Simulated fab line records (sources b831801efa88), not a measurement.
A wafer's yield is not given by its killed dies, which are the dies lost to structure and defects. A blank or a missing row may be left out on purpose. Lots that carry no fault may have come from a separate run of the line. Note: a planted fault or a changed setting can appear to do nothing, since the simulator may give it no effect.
Struck lot and sound lot, side by side :: flow gf180mcu :: 13 steps out of a route of 602
Sound: wafers L918.2, L918.3, L918.5. Struck: wafers L922.1, L922.3, L922.6. Last of all comes the cause.
Order at every step that has rows: each side's tool, ch and its chambers, its first start. Under that, the readings that differ: sound wafers :: struck wafers :: difference of the means :: sigmas: that difference in standard deviations of wafers without a fault.
alike: readings whose means differ by less than 2 such deviations, and words and numbers that are the same on both sides. not compared: withheld readings, readings that some wafer has no value for, bounds like >300 that may hide the same value, and numbers for which the record gives no deviation and whose values overlap.
The two part at a step that has a row with sigmas, a row that says differs or no value, or rows on one side only. Non-overlapping numbers with no deviation appear without sigmas and do not part them. A reading that every wafer of one side lacks parts them only if that side has two wafers or more.

GF_V1_CD_MEAS_14: target cd 260 nm.
  sound on cdSem-01 at day 20 07:43; struck on cdSem-02 at day 22 06:03
reading: cdNm (nm)
sound: 258.9 258.9 258.8
struck: 261.2 262.0 262.6
difference: +3.1
sigmas: +2
GF_V1_OVL_MEAS_15:
  sound on overlay-01 at day 20 07:49; struck on overlay-01 at day 22 06:10
  alike: V1_OVL
GF_V1_ETCH_16: etches BARC in N2/H2.
  sound on rieDiel-04 ch 2,3, day 20 07:51; struck on rieDiel-01 ch 0,1,3, day 22 06:12
  alike: drypumpMotorCurrentA, n2FlowSccm, oesProductAu, throttleValvePct
GF_V1_ETCH_17: etches SiO2 in C4F8/O2/Ar, stops on TiN, target depth 630 nm.
  sound on rieDiel-04 ch 2,3; struck on rieDiel-01 ch 0,1,3
  alike: oesProductAu
GF_V1_STRIP_18: strips in O2/N2.
  sound on plasmaAsher-04 ch 0,1, day 20 07:58; struck on plasmaAsher-04 ch 0,1, day 22 06:20
  alike: drypumpMotorCurrentA, heaterPowerW, n2FlowSccm, oesProductAu
  not compared: rfHoursCounterH
then, 2 steps without rows for these wafers: GF_V1_STRIP_19 (strips in post etch residue remover, time 1200 s); GF_V1_CLEAN_20 (cleans in DIW).
GF_V1_SPUTTER_21: material Ti, target thk 15 nm, time 80.02 s.
  sound on pvdSputter-02 at day 20 08:31; struck on pvdSputter-01 at day 22 06:52
  alike: cathodeDcPowerW, throttleValvePct
then, 1 step without rows for these wafers: GF_V1_SPUTTER_22 (material TiN, target thk 10 nm, time 40 s).
GF_V1_CVD_23: deposits W, target thk 350 nm, time 105.05 s.
  sound on cvdW-02 ch 0,1, day 20 08:37; struck on cvdW-01 ch 0, day 22 06:59
reading: heaterPowerOuterW (W)
sound: 538 587 593
struck: 483 492 485
difference: -86
sigmas: -2

reading: heaterPowerW (W)
sound: 901 1017 1013
struck: 799 796 817
difference: -173
sigmas: -2
  alike: chamberPressureTorr
GF_V1_RS_MEAS_24: a four-point-probe measurement.
  sound on filmMetro-01 at day 20 08:44; struck on filmMetro-01 at day 22 07:05
  alike: V1_W_RS
GF_V1_THK_MEAS_25: measures by xrf.
  sound on filmMetro-01 at day 20 08:51; struck on filmMetro-01 at day 22 07:13
  alike: V1_W_THK
GF_V1_CMP_26: polishes, stops on SiO2, t overpolish 15 s, target thk 0 nm.
  sound on cmp-02 ch 0,2, day 20 08:57; struck on cmp-01 ch 0,1, day 22 07:16
reading: overpolishRunS (s)
sound: 15.003 15.006 15.004
struck: 0.035 0.048 0.039
difference: -14.964
sigmas: -99 or more

reading: timeToEndpointS (s)
sound: 83 84 85
struck: 129 128 129
difference: +45
sigmas: +12
  alike: edgeZonePressureFrac, motorCurrentA

== WHERE THEY PART ==
At GF_V1_CD_MEAS_14 first; at GF_V1_CMP_26 last (within this record only).

WHY: what the simulator had put in
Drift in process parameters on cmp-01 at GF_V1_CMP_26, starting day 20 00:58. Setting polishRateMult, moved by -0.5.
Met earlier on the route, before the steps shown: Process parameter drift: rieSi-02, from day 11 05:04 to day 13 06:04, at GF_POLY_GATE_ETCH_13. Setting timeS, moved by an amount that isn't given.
